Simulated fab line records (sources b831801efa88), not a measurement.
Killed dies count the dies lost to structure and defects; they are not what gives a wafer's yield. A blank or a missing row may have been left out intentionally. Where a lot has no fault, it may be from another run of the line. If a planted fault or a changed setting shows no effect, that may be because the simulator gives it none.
Lot-split experiment | flow sfq line | on a route of 325 steps: 5 lots, 23 wafers read

## THE SPLIT ITSELF
At SFQ_TRILAYER_I5_LITHO_EXPOSE_145 (exposes mask I5, target cd 700 nm), the setting dose mj was moved away from the recipe's 21.3 on 8 of the 23 wafers read, by -2.6% to +7.3%. For the rest of the wafers, this setting stayed at what the recipe calls for.

The file shows no step between the split and the reading.

## THE READING
I5.cd nm (the simulator's own value, which no gauge read), in nm, at SFQ_TRILAYER_I5_BARC_OPEN_VIA_ETCH_200 (etches BARC in O2, target depth 125 nm, time 41.7 s). There is no usual value for it anywhere in the file. Across the 15 wafers here that went through the recipe, the average is 700.3 nm and the standard deviation 1.2 nm.

wafer  | tool, chamber at the split | dose mj as run | against the recipe | I5.cd nm, nm | against lot-mates on the recipe
L078.1 | krf scanner-02, 0          | 21.3           | recipe             | 699.9        | -
L078.2 | krf scanner-02, 0          | 21.3           | recipe             | 699.8        | -
L078.3 | krf scanner-02, 0          | 20.74          | -2.6%              | 694.7        | -5.3
L078.4 | krf scanner-02, 0          | 20.74          | -2.6%              | 695.6        | -4.4
L078.5 | krf scanner-02, 0          | 21.3           | recipe             | 700.3        | -
L079.1 | krf scanner-02, 0          | 21.3           | recipe             | 700.4        | -
L079.4 | krf scanner-02, 0          | 21.3           | recipe             | 701.5        | -
L079.5 | krf scanner-02, 0          | 21.3           | recipe             | 699.7        | -
L080.1 | krf scanner-02, 0          | 21.3           | recipe             | 699.3        | -
L080.2 | krf scanner-02, 0          | 22.86          | +7.3%              | 710.2        | +11.5
L080.3 | krf scanner-02, 0          | 22.86          | +7.3%              | 708.9        | +10.1
L080.5 | krf scanner-02, 0          | 21.3           | recipe             | 698.2        | -
L080.6 | krf scanner-02, 0          | 22.86          | +7.3%              | 710.9        | +12.1
L084.1 | krf scanner-02, 0          | 21.73          | +2.0%              | 704.6        | +2.9
L084.2 | krf scanner-02, 0          | 21.73          | +2.0%              | 704.6        | +2.9
L084.3 | krf scanner-02, 0          | 21.73          | +2.0%              | 703.4        | +1.6
L084.4 | krf scanner-02, 0          | 21.3           | recipe             | 700.5        | -
L084.5 | krf scanner-02, 0          | 21.3           | recipe             | 703          | -
L085.1 | krf scanner-02, 0          | 21.3           | recipe             | 701.1        | -
L085.2 | krf scanner-02, 0          | 21.3           | recipe             | 701.5        | -
L085.3 | krf scanner-02, 0          | 21.3           | recipe             | 698.7        | -
L085.4 | krf scanner-02, 0          | 21.3           | recipe             | 699.4        | -
L085.5 | krf scanner-02, 0          | 21.3           | recipe             | 701.8        | -

FIT RESULTS
A straight line over all 23 wafers: I5.cd nm changes by +1.42 nm for each +1% of dose mj; r = +0.95; the points scatter about the line by 1.3 nm.
The same after taking each lot's own level away (the mean of its wafers on the recipe; 23 wafers): +1.56 nm for each +1%; r = +0.98; scatter 0.94 nm.
That fit puts the effect of the largest move of dose mj on the reading at 11 nm.
From 698.75 to 701.75 nm: that is the span of the lots' own levels, equal to 2.4 times the standard deviation above.
Consequently the slope shifts little with the lot-to-lot level, the two slopes agreeing.
Check: for one of the wafers moved furthest among these (+7.3%), held out of the fit, the line's prediction against its lot-mates is +11.2 nm. It came out at +11.5 nm against them.

## THE OTHER SPLITS THESE WAFERS WENT THROUGH
Before the reading, these wafers also passed through other splits. Each is held against what the fit with the lots' levels taken away leaves over:
other split on the same wafers                 | wafers away from the commonest value | r with I5.cd nm (lot level and that fit taken away)
SFQ_TRILAYER_M4_DEP_SPUTTER_091 power w        | 11                                   | -0.09
SFQ_TRILAYER_M4_LITHO_COAT_098 resist thk nm   | 10                                   | +0.11
SFQ_TRILAYER_I4_DEP_PECVD_099 rf w             | 8                                    | -0.20
SFQ_TRILAYER_I4_VIA_LITHO_COAT_108 spin rpm    | 10                                   | -0.15
SFQ_TRILAYER_I4_VIA_LITHO_EXPOSE_104 dose mj   | 5                                    | +0.16
SFQ_TRILAYER_JJ_CE_LITHO_PEB_117 peb time s    | 10                                   | -0.17
SFQ_TRILAYER_M5_LITHO_COAT_123 resist thk nm   | 5                                    | +0.12
SFQ_TRILAYER_M5_BARC_OPEN_METAL_ETCH_161 icp w | 7                                    | -0.17
SFQ_TRILAYER_R5_LITHO_COAT_141 resist thk nm   | 7                                    | +0.20
SFQ_TRILAYER_R5_BARC_OPEN_METAL_ETCH_177 icp w | 2                                    | +0.19

## THE FILE'S OWN FIT
I5.cd nm changes by +1.55 nm for each +1% of dose mj, r = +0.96.
